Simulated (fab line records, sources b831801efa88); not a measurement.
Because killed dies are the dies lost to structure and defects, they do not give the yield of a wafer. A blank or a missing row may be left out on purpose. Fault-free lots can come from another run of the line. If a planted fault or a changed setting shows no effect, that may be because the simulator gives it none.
2 desks looking at one fault :: flow gf180mcu :: every desk sees just its own numbers, and what lay behind them comes last

FROM THE METROLOGY DESK
What the gauges read, lot by lot, whatever tool the lot ran on: means of the sampled wafers that have a number. Any lot whose mean is over 4 standard deviations away from the usual mean is out of limits and marked OUT; that distance is given in the brackets.
Columns: A = V5_W_RS at GF_V5_RS_MEAS_24, usual 0.326 ohm/sq; B = V5_W_THK at GF_V5_THK_MEAS_25, usual 335 nm; C = TOP_METAL_ALCU_RS at GF_TOP_METAL_RS_MEAS_05, usual 0.0326 ohm/sq; D = TOP_METAL_ALCU_THK at GF_TOP_METAL_THK_MEAS_06, usual 914 nm; E = cd_nm at GF_TOP_METAL_CD_MEAS_14, usual 438.8 nm; F = TOP_METAL_OVL at GF_TOP_METAL_OVL_MEAS_15, usual 0.4 nm
lot: L519
first seen here: day 27 09:31
A: 0.326
B: 338
C: 0.0328
D: 898
E: 438.3
F: 0.5

lot: L522
first seen here: day 28 11:29
A: 0.326
B: 338
C: 0.0331
D: 906
E: 439.0
F: 0.8

lot: L524
first seen here: day 28 21:38
A: 0.326
B: 339
C: 0.0325
D: 927
E: 441.7
F: 1.4

lot: L535
first seen here: day 32 01:49
A: 0.325
B: 335
C: 0.0324
D: 917
E: 438.9
F: -1.4

lot: L541
first seen here: day 33 11:57
A: 0.330
B: 330
C: 0.0328
D: 911
E: 438.5
F: 1.4
This desk's verdict: no lot among the 5 shows anything out of limits.

DESK OF THE TOOL OWNER: pvd_sputter-01
At GF_TOP_METAL_SPUTTER_04 (material TiN, target thk 25 nm, time 20.8 s) the tool's own readings: per lot run on this tool, the mean of the sampled wafers that have a number. Any lot whose mean is over 4 standard deviations away from the usual mean is out of limits and marked OUT; that distance is given in the brackets.
Columns: A = throttle_valve_pct at GF_TOP_METAL_SPUTTER_04, usual 29.8 %
lot: L519
first seen here: day 27 10:10
A: 28.3

lot: L522
first seen here: day 28 12:10
A: 28.8
This desk's verdict: no lot among the 2 shows anything out of limits.

PUT TOGETHER
At the metrology desk, nothing out of limits was observed.
The tool owner's desk saw nothing out of limits.

WHAT THE SIMULATOR HAD INSERTED
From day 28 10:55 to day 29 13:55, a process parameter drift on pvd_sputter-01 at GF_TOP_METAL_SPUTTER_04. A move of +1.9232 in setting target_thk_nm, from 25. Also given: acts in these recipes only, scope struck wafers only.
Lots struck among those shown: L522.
